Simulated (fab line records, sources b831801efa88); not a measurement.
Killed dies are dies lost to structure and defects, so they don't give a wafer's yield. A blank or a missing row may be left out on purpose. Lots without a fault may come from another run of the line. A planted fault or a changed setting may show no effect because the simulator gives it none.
Chamber matching | flow sky130 | SKY_VIA3_CMP_02 on cmp-01: 4 sister chambers
The step polishes SiO2. 14 wafers are shown with their chamber, then 7 later ones without.

WAFERS WITH THEIR CHAMBER
wafer  | chamber | motor_current_A (A)
L749.2 | 0       | 9.7
L749.4 | 1       | 13.1
L749.6 | 0       | 10.3
L750.2 | 1       | 12.5
L750.4 | 0       | 10.1
L750.6 | 0       | 10.1
L754.2 | 3       | 10.2
L754.3 | 2       | 14.2
L754.6 | 0       | 10.1
L758.2 | 1       | 13.1
L758.3 | 0       | 10.3
L758.6 | 2       | 12.9
L764.1 | 0       | 10.6
L764.2 | 1       | 13.4

SIGNATURES (means of the wafers above)
reading         | chamber 0 | chamber 1 | chamber 2 | chamber 3 | scatter within a chamber
motor_current_A | 10.171    | 13.025    | 13.550    | 10.200    | 0.416
Rule: a wafer's distance from a chamber is the root of the sum, over the readings, of the square of ((its reading less the chamber's mean) divided by the reading's scatter). The wafer belongs to the nearest chamber; if the next one is less than 2 further off, it can't be placed. The scatter: the root of (the sum of the squares of (reading less its chamber's mean) over the shown wafers, divided by (wafers less chambers)).

WAFERS WITHOUT THEIR CHAMBER
wafer  | motor_current_A (A)
L764.6 | 10.4
L766.4 | 9.8
L766.5 | 10.0
L766.6 | 14.0
L768.4 | 13.4
L768.5 | 10.2
L768.6 | 14.3

WHICH CHAMBER EACH WENT THROUGH
wafer  | from the rows above     | in truth
L764.6 | can't be placed: 3 or 0 | 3
L766.4 | can't be placed: 0 or 3 | 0
L766.5 | can't be placed: 0 or 3 | 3
L766.6 | can't be placed: 2 or 1 | 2
L768.4 | can't be placed: 2 or 1 | 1
L768.5 | can't be placed: 3 or 0 | 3
L768.6 | can't be placed: 2 or 1 | 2
Placed correctly: 0 of 7. Can't be placed from these rows: 7 (the true chamber is among the candidates in 7). Placed wrongly: 0.
